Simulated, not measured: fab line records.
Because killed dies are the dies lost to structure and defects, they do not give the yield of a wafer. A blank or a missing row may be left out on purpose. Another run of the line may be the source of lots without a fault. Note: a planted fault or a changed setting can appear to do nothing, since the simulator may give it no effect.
fab line records -- flow sfq_line
record: lots: 6, wafers: 18, last_day: 91
route steps=325 shown I0@47 M1@58 I1@73 M2@88 M8@325
lots that met no fault: taken from a fault-free run of the same line
start_h: hours from the record's opening day to when the first of the lot's shown wafers began -- wait_h: hours from the lot's prior step to this one -- " identical to the entry in the row above -- L1.1+2: a row that stands for several wafers -- - no value present, or no start provided -- * or withheld: withheld -- < > ~ a bound
route shown NAME@n: a module of which the file shows steps, and the number in the route of the first -- usual: mean/standard deviation taken from wafers without a fault -- same: alike in all rows -- chamber/n: place in a boat -- sites: each site's reading -- _std_site: how widely they spread, as a standard deviation -- _edge_site: inner sites' mean taken away from outer sites' mean -- radius_mm: for every site, how far away it sits from the centre of the wafer -- mask NAME#n: copy n -- behind: the tool/chamber that last shaped the wafer -- hold: why the lot went on hold/how many hours it stayed there/how the hold came to an end -- device: the n, p or np transistor that did not switch -- end of line: at the end of the route, the tests of the same wafers -- step lacking rows: just its recipe -- killed: dies that structure and defects cost at the first sort, which is not the same as the wafer's yield -- map: shows each die of a wafer: x if killed, . if not, _ if none is there
set.NAME: the setting the step ran with; set.NAME@STEP: the setting that earlier step ran with -- model.NAME: the simulator's own value behind a step, which no gauge read
a table for each step, a row for each wafer; lots at some steps of the route
services: when a tool's chamber went out of use (start_h, in hours from the record's first day, below 0 if earlier), for how many hours, and the reason
== steps ==
step: SFQ_TRILAYER_I0_VIA_LITHO_COAT_036
recipe: resist: BARC, spin_rpm: 3000, resist_thk_nm: 62
step: SFQ_TRILAYER_I0_VIA_LITHO_COAT_031
recipe: resist: KrF, spin_rpm: 3000, resist_thk_nm: 650
step: SFQ_TRILAYER_I0_VIA_LITHO_SOFTBAKE_035
recipe: temp_c: withheld, time_s: withheld, resist: KrF
step: SFQ_TRILAYER_I0_VIA_LITHO_EXPOSE_032
recipe: mask_id: I0, na: 0.6, source_shape: conventional, sigma_outer: 0.65, target_cd_nm: 500, dose_mj: 21.5
step: SFQ_TRILAYER_I0_VIA_LITHO_PEB_034
recipe: peb_temp_c: 115, peb_time_s: 60, resist: KrF
step: SFQ_TRILAYER_I0_VIA_LITHO_DEVELOP_033
recipe: time_s: 60, resist: KrF
step: SFQ_I0_OVL_MEAS_908
usual: I0_OVL: 1/5.7
lot.wafer,tool,chamber,start_h,wait_h,I0_OVL[nm]
L843.1,overlay-01,-,490.57,0.1,-1
L843.2,overlay-01,-,490.57,0.1,-2
L843.5,overlay-01,-,490.57,0.1,-4
L849.2,overlay-02,-,553.10,0.1,14
L849.5,overlay-02,-,553.10,0.1,11
L849.6,overlay-02,-,553.10,0.1,9
L856.1,overlay-02,-,617.38,0.1,-2
L856.3,overlay-02,-,617.38,0.1,-7
L856.5,overlay-02,-,617.38,0.1,-10
L857.1,overlay-02,-,623.51,0.1,-1
L857.5,overlay-02,-,623.51,0.1,0
L857.6,overlay-02,-,623.51,0.1,-5
L858.2,overlay-01,-,651.11,0.1,0
L858.3,overlay-01,-,651.11,0.1,0
L858.4,overlay-01,-,651.11,0.1,-2
L859.1,overlay-01,-,658.31,0.1,2
L859.4,overlay-01,-,658.31,0.1,4
L859.6,overlay-01,-,658.31,0.1,3
step: SFQ_TRILAYER_I0_VIA_BARC_OPEN_VIA_ETCH_046
recipe: mask_material: PR, chemistry: O2, target_depth_nm: 125, target: BARC, source_w: 500, bias_w: 80, pressure_mtorr: 30, time_s: 41.7
step: SFQ_TRILAYER_I0_VIA_ETCH_VIA_ETCH_034
recipe: target: SiO2, stop_on: Nb, mask_material: PR, taper_deg: 20, chemistry: CHF3, target_depth_nm: 260, source_w: 500, bias_w: 80, pressure_mtorr: 30, time_s: withheld
usual: drypump_motor_current_A: 5.7/0.58, oes_product_au: 0.855/0.005
lot.wafer,tool,chamber,start_h,wait_h,drypump_motor_current_A,oes_product_au
L843.1,rie_diel-03,0,490.65,0.0,5.8,0.844
L843.2,rie_diel-03,2,490.65,0.0,5.7,0.854
L843.5,rie_diel-03,2,490.65,0.0,5.7,0.852
L849.2,rie_diel-02,1,553.17,0.0,6.0,0.866
L849.5,rie_diel-02,0,553.17,0.0,5.9,0.861
L849.6,rie_diel-02,3,553.17,0.0,6.2,0.856
L856.1,rie_diel-02,0,617.46,0.0,5.9,0.851
L856.3,rie_diel-02,2,617.46,0.0,4.7,0.853
L856.5,rie_diel-02,2,617.46,0.0,4.6,0.849
L857.1,rie_diel-03,1,623.58,0.0,4.9,0.854
L857.5,rie_diel-03,1,623.58,0.0,4.9,0.849
L857.6,rie_diel-03,2,623.58,0.0,5.7,0.856
L858.2,rie_diel-02,1,651.18,0.0,6.0,0.860
L858.3,rie_diel-02,0,651.18,0.0,5.9,0.855
L858.4,rie_diel-02,3,651.18,0.0,6.2,0.854
L859.1,rie_diel-02,3,658.38,0.0,6.2,0.857
L859.4,rie_diel-02,0,658.38,0.0,6.0,0.855
L859.6,rie_diel-02,2,658.38,0.0,4.7,0.852
step: SFQ_TRILAYER_I0_VIA_STRIP_STRIP_035
recipe: gas: O2, power_w: 200, platen_temp_c: 40, overash_fraction: 0.65, chemistry: O2, pressure_mtorr: 50
step: SFQ_TRILAYER_I0_VIA_STRIP_SOLV_CLEAN_036
recipe: chemistry: NMP, temp_c: 70, time_s: 600
step: SFQ_TRILAYER_M1_DEP_PRE_CLEAN_038
recipe: gas: Ar, time_s: 22.5, bias_v: 250
step: SFQ_TRILAYER_M1_DEP_SPUTTER_037
recipe: material: Nb, base_pressure_pa: 1.33e-06, chamber_pressure_pa: 0.1333, substrate_temp_c: 20, resputter_cathode_voltage_v: 400, target_thk_nm: 200, power_w: 2000, time_s: 133.3
usual: cathode_dc_power_W: 2000.0/0.33, throttle_valve_pct: 30.3/1.1
lot.wafer,tool,chamber,start_h,wait_h,cathode_dc_power_W,throttle_valve_pct,model.Nb_of_TRILAYER_M1_DEP_SPUTTER_037.thk_nm
L843.1,pvd_sputter-05,-,491.77,0.0,1999.4,31.5,199.9
L843.2,pvd_sputter-05,-,491.77,0.0,1999.5,32.0,200.8
L843.5,pvd_sputter-05,-,491.77,0.0,2000.4,31.8,200.5
L849.2,pvd_sputter-06,-,554.09,0.0,2000.4,30.9,197.5
L849.5,pvd_sputter-06,-,554.09,0.0,1999.3,29.7,203.3
L849.6,pvd_sputter-06,-,554.09,0.0,2000.1,30.0,203.4
L856.1,pvd_sputter-04,-,618.58,0.0,2000.2,31.2,200.7
L856.3,pvd_sputter-04,-,618.58,0.0,2000.2,29.3,199.1
L856.5,pvd_sputter-04,-,618.58,0.0,2000.0,30.7,200.7
L857.1,pvd_sputter-05,-,625.62,1.1,2000.5,31.6,231.8
L857.5,pvd_sputter-05,-,625.62,1.1,2000.5,31.6,231.3
L857.6,pvd_sputter-05,-,625.62,1.1,2000.0,31.7,232.6
L858.2,pvd_sputter-05,-,652.10,0.0,2000.1,31.1,228.9
L858.3,pvd_sputter-05,-,652.10,0.0,1999.8,29.7,227.9
L858.4,pvd_sputter-05,-,652.10,0.0,1999.9,31.8,229.6
L859.1,pvd_sputter-04,-,659.30,0.0,2000.4,31.0,199.8
L859.4,pvd_sputter-04,-,659.30,0.0,2000.4,27.8,199
L859.6,pvd_sputter-04,-,659.30,0.0,2000.0,28.2,197.2
step: SFQ_M1_RS_MEAS_909
recipe: thk_meas_gauge: four-point-probe, reads: Nb_of_TRILAYER_M1_DEP_SPUTTER_037
usual: M1_NB_RS: 0.890/0.012
lot.wafer,tool,chamber,start_h,wait_h,M1_NB_RS[ohm/sq]
L843.1,film_metro-03,-,491.86,0.0,0.889
L843.2,film_metro-03,-,491.86,0.0,0.884
L843.5,film_metro-03,-,491.86,0.0,0.886
L849.2,film_metro-02,-,554.20,0.1,0.899
L849.5,film_metro-02,-,554.20,0.1,0.875
L849.6,film_metro-02,-,554.20,0.1,0.874
L856.1,film_metro-03,-,618.67,0.0,0.886
L856.3,film_metro-03,-,618.67,0.0,0.892
L856.5,film_metro-03,-,618.67,0.0,0.887
L857.1,film_metro-01,-,625.71,0.0,0.767
L857.5,film_metro-01,-,625.71,0.0,0.767
L857.6,film_metro-01,-,625.71,0.0,0.764
L858.2,film_metro-01,-,652.21,0.1,0.776
L858.3,film_metro-01,-,652.21,0.1,0.780
L858.4,film_metro-01,-,652.21,0.1,0.774
L859.1,film_metro-01,-,659.39,0.0,0.892
L859.4,film_metro-01,-,659.39,0.0,0.894
L859.6,film_metro-01,-,659.39,0.0,0.899
step: SFQ_TRILAYER_M1_LITHO_COAT_044
recipe: resist: BARC, spin_rpm: 3000, resist_thk_nm: 62
step: SFQ_TRILAYER_M1_LITHO_COAT_039
recipe: resist: KrF, spin_rpm: 3000, resist_thk_nm: 600
step: SFQ_TRILAYER_M1_LITHO_SOFTBAKE_043
recipe: temp_c: withheld, time_s: withheld, resist: KrF
step: SFQ_TRILAYER_M1_LITHO_EXPOSE_040
recipe: mask_id: M1, na: 0.6, source_shape: conventional, sigma_outer: 0.65, target_cd_nm: 500, dose_mj: 14.4
step: SFQ_TRILAYER_M1_LITHO_PEB_042
recipe: peb_temp_c: 115, peb_time_s: 60, resist: KrF
step: SFQ_TRILAYER_M1_LITHO_DEVELOP_041
recipe: time_s: 60, resist: KrF
step: SFQ_M1_OVL_MEAS_911
usual: M1_OVL: -3/6.7
lot.wafer,tool,chamber,start_h,wait_h,M1_OVL[nm]
L843.1,overlay-02,-,636.71,0.1,-2
L843.2,overlay-02,-,636.71,0.1,-1
L843.5,overlay-02,-,636.71,0.1,3
L849.2,overlay-02,-,703.09,0.1,3
L849.5,overlay-02,-,703.09,0.1,-1
L849.6,overlay-02,-,703.09,0.1,3
L856.1,overlay-02,-,760.46,0.1,-4
L856.3,overlay-02,-,760.46,0.1,-1
L856.5,overlay-02,-,760.46,0.1,-1
L857.1,overlay-01,-,766.46,0.1,-1
L857.5,overlay-01,-,766.46,0.1,3
L857.6,overlay-01,-,766.46,0.1,-2
L858.2,overlay-01,-,787.98,0.1,0
L858.3,overlay-01,-,787.98,0.1,-3
L858.4,overlay-01,-,787.98,0.1,-3
L859.1,overlay-01,-,802.50,0.1,2
L859.4,overlay-01,-,802.50,0.1,-1
L859.6,overlay-01,-,802.50,0.1,-2
step: SFQ_TRILAYER_M1_BARC_OPEN_METAL_ETCH_054
recipe: mask_material: PR, chemistry: O2, target_depth_nm: 125, target: BARC, icp_w: 600, bias_w: 80, pressure_mtorr: 10, time_s: 41.7
usual: drypump_motor_current_A: 6.0/0.49, he_backside_leak_sccm: 3.43/0.28, oes_product_au: 0.686/0.0045
same: time_s: 41.7
lot.wafer,tool,chamber,start_h,wait_h,drypump_motor_current_A,he_backside_leak_sccm,oes_product_au,rf_hours_counter_h
L843.1,rie_metal-04,1,636.74,0.0,6.2,3.15,0.675,29
L843.2,rie_metal-04,0,636.74,0.0,6.2,3.26,0.689,87
L843.5,rie_metal-04,1,636.74,0.0,6.2,3.13,0.677,-
L849.2,rie_metal-01,0,703.12,0.0,5.5,3.67,0.692,32
L849.5,rie_metal-01,1,703.12,0.0,6.6,3.54,0.686,-
L849.6,rie_metal-01,0,703.12,0.0,5.5,3.59,0.689,-
L856.1,rie_metal-04,1,760.50,0.0,6.2,3.18,0.688,46
L856.3,rie_metal-04,1,760.50,0.0,6.2,3.18,0.684,-
L856.5,rie_metal-04,1,760.50,0.0,6.2,3.22,0.687,-
L857.1,rie_metal-04,0,766.50,0.0,6.2,3.59,0.683,105
L857.5,rie_metal-04,1,766.50,0.0,6.2,3.19,0.689,-
L857.6,rie_metal-04,0,766.50,0.0,6.1,3.49,0.685,-
L858.2,rie_metal-01,0,788.01,0.0,5.5,3.59,0.689,43
L858.3,rie_metal-01,1,788.01,0.0,6.6,3.72,0.693,-
L858.4,rie_metal-01,0,788.01,0.0,5.5,3.54,0.696,-
L859.1,rie_metal-02,1,802.54,0.0,5.1,3.51,0.687,76
L859.4,rie_metal-02,1,802.54,0.0,5.1,3.55,0.685,-
L859.6,rie_metal-02,1,802.54,0.0,5.1,3.44,0.680,-
step: SFQ_TRILAYER_M1_ETCH_METAL_ETCH_042
recipe: target: Nb, stop_on: SiO2, mask_material: PR, chemistry: Cl2/Ar, target_depth_nm: 240, icp_w: 616.5, bias_w: 80, pressure_mtorr: 10, time_s: 120
usual: drypump_motor_current_A: 6.0/0.49, he_backside_leak_sccm: 3.5/0.32, oes_product_au: 0.894/0.0085
same: time_s: 120
lot.wafer,tool,chamber,start_h,wait_h,drypump_motor_current_A,he_backside_leak_sccm,oes_product_au,rf_hours_counter_h
L843.1,rie_metal-04,1,636.80,0.0,6.2,3.2,0.894,29
L843.2,rie_metal-04,0,636.80,0.0,6.2,3.5,0.889,87
L843.5,rie_metal-04,1,636.80,0.0,6.2,3.3,0.895,-
L849.2,rie_metal-01,0,703.18,0.0,5.5,3.7,0.888,32
L849.5,rie_metal-01,1,703.18,0.0,6.6,4.8,0.907,-
L849.6,rie_metal-01,0,703.18,0.0,5.5,3.7,0.912,-
L856.1,rie_metal-04,1,760.55,0.0,6.2,3.3,0.895,46
L856.3,rie_metal-04,1,760.55,0.0,6.2,3.3,0.888,-
L856.5,rie_metal-04,1,760.55,0.0,6.2,3.3,0.903,-
L857.1,rie_metal-04,0,766.55,0.0,6.2,3.6,0.976,105
L857.5,rie_metal-04,1,766.55,0.0,6.2,3.3,0.976,-
L857.6,rie_metal-04,0,766.55,0.0,6.2,3.6,0.973,-
L858.2,rie_metal-01,0,788.07,0.0,5.5,3.6,0.963,43
L858.3,rie_metal-01,1,788.07,0.0,6.5,3.8,0.959,-
L858.4,rie_metal-01,0,788.07,0.0,5.5,3.6,0.974,-
L859.1,rie_metal-02,1,802.66,0.1,5.1,3.4,0.888,76
L859.4,rie_metal-02,1,802.66,0.1,5.1,3.5,0.879,-
L859.6,rie_metal-02,1,802.66,0.1,5.1,3.6,0.890,-
step: SFQ_TRILAYER_M1_STRIP_STRIP_043
recipe: gas: O2, power_w: 200, platen_temp_c: 40, overash_fraction: 0.65, chemistry: O2, pressure_mtorr: 50
usual: drypump_motor_current_A: 6.0/0.49, he_backside_leak_sccm: 3.45/0.29, oes_product_au: 1.006/0.0098
lot.wafer,tool,chamber,start_h,wait_h,drypump_motor_current_A,he_backside_leak_sccm,oes_product_au,rf_hours_counter_h
L843.1,rie_metal-04,1,636.93,0.1,6.2,3.33,1.021,29
L843.2,rie_metal-04,0,636.93,0.1,6.2,3.66,1.013,87
L843.5,rie_metal-04,1,636.93,0.1,6.2,3.26,1.007,-
L849.2,rie_metal-01,0,703.30,0.1,5.5,3.41,0.998,32
L849.5,rie_metal-01,1,703.30,0.1,6.6,3.73,0.993,-
L849.6,rie_metal-01,0,703.30,0.1,5.5,3.58,1.004,-
L856.1,rie_metal-04,1,760.68,0.1,6.2,3.30,1.017,46
L856.3,rie_metal-04,1,760.68,0.1,6.2,3.24,1.014,-
L856.5,rie_metal-04,1,760.68,0.1,6.2,3.30,1.022,-
L857.1,rie_metal-04,0,766.68,0.1,6.2,3.42,0.998,105
L857.5,rie_metal-04,1,766.68,0.1,6.2,3.21,1.011,-
L857.6,rie_metal-04,0,766.68,0.1,6.2,3.36,1.000,-
L858.2,rie_metal-01,0,788.20,0.1,5.5,3.36,1.005,43
L858.3,rie_metal-01,1,788.20,0.1,6.6,3.88,0.999,-
L858.4,rie_metal-01,0,788.20,0.1,5.5,3.49,1.002,-
L859.1,rie_metal-02,1,802.91,0.2,5.1,3.51,1.007,76
L859.4,rie_metal-02,1,802.91,0.2,5.1,3.51,1.012,-
L859.6,rie_metal-02,1,802.91,0.2,5.1,3.63,1.011,-
step: SFQ_TRILAYER_M1_STRIP_SOLV_CLEAN_044
recipe: chemistry: NMP, temp_c: 70, time_s: 600
step: SFQ_TRILAYER_I1_DEP_PECVD_045
recipe: material: SiO2, temp_c: 150, time_s: 111.11, pressure_torr: 2.4, rf_w: 183.3, precursor: SiH4/N2O, target_thk_nm: 500
step: SFQ_TRILAYER_I1_CMP_CMP_046
recipe: material: SiO2, down_force_psi: 3, platen_rpm: 60, pad_velocity_m_s: 0.94248
step: SFQ_I1_BOW_MEAS_912
recipe: mode: bow
usual: I1_BOW: 2/7
lot.wafer,tool,chamber,start_h,wait_h,I1_BOW[um]
L843.1,film_metro-04,-,647.72,2.0,4
L843.2,film_metro-04,-,647.72,2.0,9
L843.5,film_metro-04,-,647.72,2.0,15
L849.2,film_metro-03,-,707.18,1.5,9
L849.5,film_metro-03,-,707.18,1.5,-4
L849.6,film_metro-03,-,707.18,1.5,1
L856.1,film_metro-04,-,771.52,2.5,0
L856.3,film_metro-04,-,771.52,2.5,6
L856.5,film_metro-04,-,771.52,2.5,3
L857.1,film_metro-02,-,774.81,2.0,-6
L857.5,film_metro-02,-,774.81,2.0,-5
L857.6,film_metro-02,-,774.81,2.0,2
L858.2,film_metro-04,-,798.54,1.0,2
L858.3,film_metro-04,-,798.54,1.0,-2
L858.4,film_metro-04,-,798.54,1.0,3
L859.1,film_metro-03,-,813.60,1.0,0
L859.4,film_metro-03,-,813.60,1.0,8
L859.6,film_metro-03,-,813.60,1.0,13
step: SFQ_TRILAYER_I1_METRO_MEASURE_047
usual: thk_nm: 200.4/1
lot.wafer,tool,chamber,start_h,wait_h,thk_nm
L843.1,film_metro-04,-,647.84,0.1,200.4
L843.2,film_metro-04,-,647.84,0.1,200.9
L843.5,film_metro-04,-,647.84,0.1,201.3
L849.2,film_metro-03,-,707.48,0.3,202.6
L849.5,film_metro-03,-,707.48,0.3,200.5
L849.6,film_metro-03,-,707.48,0.3,201.5
L856.1,film_metro-04,-,771.64,0.1,198.2
L856.3,film_metro-04,-,771.64,0.1,200.1
L856.5,film_metro-04,-,771.64,0.1,200.2
L857.1,film_metro-02,-,774.93,0.1,198.8
L857.5,film_metro-02,-,774.93,0.1,200.0
L857.6,film_metro-02,-,774.93,0.1,199.5
L858.2,film_metro-04,-,798.84,0.3,200.5
L858.3,film_metro-04,-,798.84,0.3,202.3
L858.4,film_metro-04,-,798.84,0.3,203.3
L859.1,film_metro-03,-,813.72,0.1,199.1
L859.4,film_metro-03,-,813.72,0.1,198.6
L859.6,film_metro-03,-,813.72,0.1,199.9
step: SFQ_TRILAYER_I1_VIA_LITHO_COAT_054
recipe: resist: BARC, spin_rpm: 3000, resist_thk_nm: 62
step: SFQ_TRILAYER_I1_VIA_LITHO_COAT_049
recipe: resist: KrF, spin_rpm: 3000, resist_thk_nm: 650
step: SFQ_TRILAYER_I1_VIA_LITHO_SOFTBAKE_053
recipe: temp_c: withheld, time_s: withheld, resist: KrF
step: SFQ_TRILAYER_I1_VIA_LITHO_EXPOSE_050
recipe: mask_id: I1, na: 0.6, source_shape: conventional, sigma_outer: 0.65, target_cd_nm: 500, dose_mj: 21.3
step: SFQ_TRILAYER_I1_VIA_LITHO_PEB_052
recipe: peb_temp_c: 115, peb_time_s: 60, resist: KrF
step: SFQ_TRILAYER_I1_VIA_LITHO_DEVELOP_051
recipe: time_s: 60, resist: KrF
step: SFQ_I1_OVL_MEAS_913
usual: I1_OVL: 0/5.7
lot.wafer,tool,chamber,start_h,wait_h,I1_OVL[nm]
L843.1,overlay-02,-,654.66,0.1,9
L843.2,overlay-02,-,654.66,0.1,15
L843.5,overlay-02,-,654.66,0.1,7
L849.2,overlay-01,-,715.31,0.1,3
L849.5,overlay-01,-,715.31,0.1,2
L849.6,overlay-01,-,715.31,0.1,1
L856.1,overlay-01,-,775.09,0.1,1
L856.3,overlay-01,-,775.09,0.1,-2
L856.5,overlay-01,-,775.09,0.1,0
L857.1,overlay-02,-,778.38,0.1,-4
L857.5,overlay-02,-,778.38,0.1,-8
L857.6,overlay-02,-,778.38,0.1,-1
L858.2,overlay-02,-,807.61,0.1,-4
L858.3,overlay-02,-,807.61,0.1,0
L858.4,overlay-02,-,807.61,0.1,0
L859.1,overlay-01,-,817.95,0.1,-1
L859.4,overlay-01,-,817.95,0.1,-11
L859.6,overlay-01,-,817.95,0.1,-2
step: SFQ_TRILAYER_I1_VIA_BARC_OPEN_VIA_ETCH_071
recipe: mask_material: PR, chemistry: O2, target_depth_nm: 125, target: BARC, source_w: 500, bias_w: 80, pressure_mtorr: 30, time_s: 41.7
step: SFQ_TRILAYER_I1_VIA_ETCH_VIA_ETCH_052
recipe: target: SiO2, stop_on: Nb, mask_material: PR, taper_deg: 20, chemistry: CHF3, target_depth_nm: 260, source_w: 500, bias_w: 80, pressure_mtorr: 30, time_s: withheld
usual: drypump_motor_current_A: 5.7/0.6, oes_product_au: 0.855/0.0048
lot.wafer,tool,chamber,start_h,wait_h,drypump_motor_current_A,oes_product_au
L843.1,rie_diel-02,2,654.74,0.0,4.7,0.858
L843.2,rie_diel-02,0,654.74,0.0,6.0,0.856
L843.5,rie_diel-02,2,654.74,0.0,4.7,0.855
L849.2,rie_diel-03,1,715.38,0.0,4.9,0.854
L849.5,rie_diel-03,3,715.38,0.0,5.8,0.859
L849.6,rie_diel-03,0,715.38,0.0,5.8,0.859
L856.1,rie_diel-04,1,775.16,0.0,4.7,0.848
L856.3,rie_diel-04,3,775.16,0.0,6.1,0.853
L856.5,rie_diel-04,2,775.16,0.0,6.5,0.851
L857.1,rie_diel-02,3,778.45,0.0,6.1,0.850
L857.5,rie_diel-02,0,778.45,0.0,6.0,0.854
L857.6,rie_diel-02,3,778.45,0.0,6.1,0.853
L858.2,rie_diel-04,0,807.68,0.0,5.7,0.853
L858.3,rie_diel-04,2,807.68,0.0,6.6,0.859
L858.4,rie_diel-04,3,807.68,0.0,6.1,0.866
L859.1,rie_diel-04,2,818.03,0.0,6.5,0.855
L859.4,rie_diel-04,3,818.03,0.0,6.1,0.851
L859.6,rie_diel-04,2,818.03,0.0,6.5,0.848
step: SFQ_TRILAYER_I1_VIA_STRIP_STRIP_053
recipe: gas: O2, power_w: 200, platen_temp_c: 40, overash_fraction: 0.65, chemistry: O2, pressure_mtorr: 50
step: SFQ_TRILAYER_I1_VIA_STRIP_SOLV_CLEAN_054
recipe: chemistry: NMP, temp_c: 70, time_s: 600
step: SFQ_TRILAYER_M2_DEP_PRE_CLEAN_056
recipe: gas: Ar, time_s: 22.5, bias_v: 250
step: SFQ_M8_BOW_MEAS_951
recipe: mode: bow
usual: M8_BOW: 6/11
lot.wafer,tool,chamber,start_h,wait_h,M8_BOW[um],model.etest.m1.ohm_um,model.etest.i0.link_ohm,model.etest.m1.ohm_sq,model.etest.i1.link_ohm
L843.1,film_metro-01,-,1949.91,0.0,8,1.783,1.966,0.8893,1.968
L843.2,film_metro-01,-,1949.91,0.0,14,1.775,1.956,0.8854,1.966
L843.5,film_metro-01,-,1949.91,0.0,20,1.777,1.954,0.8864,1.964
L849.2,film_metro-02,-,2015.21,0.0,5,1.798,1.985,0.9002,1.981
L849.5,film_metro-02,-,2015.21,0.0,-8,1.747,1.948,0.8746,1.962
L849.6,film_metro-02,-,2015.21,0.0,-5,1.747,1.942,0.874,1.957
L856.1,film_metro-04,-,2176.93,0.0,2,1.771,1.963,0.8859,1.964
L856.3,film_metro-04,-,2176.93,0.0,9,1.786,1.977,0.893,1.954
L856.5,film_metro-04,-,2176.93,0.0,5,1.778,1.962,0.8857,1.959
L857.1,film_metro-04,-,2181.79,0.0,-3,1.548,1.816,0.7669,1.838
L857.5,film_metro-04,-,2181.79,0.0,-3,1.547,1.827,0.7685,1.86
L857.6,film_metro-04,-,2181.79,0.0,4,1.545,1.82,0.7643,1.836
L858.2,film_metro-01,-,2184.17,0.0,16,1.552,1.837,0.7766,1.88
L858.3,film_metro-01,-,2184.17,0.0,13,1.56,1.839,0.7799,1.876
L858.4,film_metro-01,-,2184.17,0.0,19,1.548,1.831,0.7743,1.865
L859.1,film_metro-02,-,2185.39,0.0,16,1.782,1.96,0.8899,1.98
L859.4,film_metro-02,-,2185.39,0.0,23,1.786,1.977,0.8935,1.992
L859.6,film_metro-02,-,2185.39,0.0,29,1.806,1.973,0.9015,2.004
== services ==
tool,chamber,start_h,hours,kind
rie_diel-02,3,474.47,21.5,repair
rie_metal-02,-,474.70,2.8,pm
rie_diel-02,2,483.02,10.2,repair
rie_diel-04,1,484.00,5.6,repair
rie_diel-02,0,493.17,5.6,repair
pvd_sputter-05,-,510.98,2.3,repair
rie_diel-03,1,511.72,2.9,repair
film_metro-04,-,543.88,0.7,pm
rie_diel-03,-,556.15,10.0,pm
film_metro-04,-,561.11,0.4,pm
pvd_sputter-05,-,564.85,13.4,repair
rie_diel-02,1,565.58,8.2,repair
rie_diel-04,3,567.75,8.8,repair
rie_diel-04,1,567.86,2.7,repair
rie_metal-04,-,599.17,0.8,repair
rie_metal-04,-,602.17,0.3,repair
rie_diel-02,1,619.74,2.7,repair
rie_diel-02,2,640.45,3.3,repair
rie_metal-04,0,667.27,3.8,repair
rie_metal-04,-,673.15,1.4,pm
rie_diel-02,-,771.90,1.0,repair
rie_metal-04,-,789.94,2.1,repair
rie_diel-02,1,801.67,6.1,repair
rie_diel-02,3,804.55,1.4,repair
== key ==
first_sign: step: SFQ_M1_RS_MEAS_909, reading: M1_NB_RS, direction: down, sigmas: 9.9, usual: 0.890, struck: 0.771
effect: step: SFQ_TRILAYER_M1_ETCH_METAL_ETCH_042, reading: oes_product_au, direction: up, sigmas: 9, usual: 0.894, struck: 0.970
model_effect: step: SFQ_TRILAYER_M1_DEP_SPUTTER_037, value: Nb_of_TRILAYER_M1_DEP_SPUTTER_037.thk_nm, without: 196.7, struck: 230.4
model_effect: step: SFQ_M8_BOW_MEAS_951, value: etest.m1.ohm_um, without: 1.815, struck: 1.55
met_at SFQ_TRILAYER_M1_DEP_SPUTTER_037
struck_wafers L857.1,L857.5,L857.6,L858.2,L858.3,L858.4
onset_between 491.77 625.62
fault: kind: process_parameter_drift, tool: pvd_sputter-05, chamber: -, onset_h: 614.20, steps: SFQ_TRILAYER_M1_DEP_SPUTTER_037, channel: time_s, offset: *, shape: step, end_h: 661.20, acts_in: *, stated: *
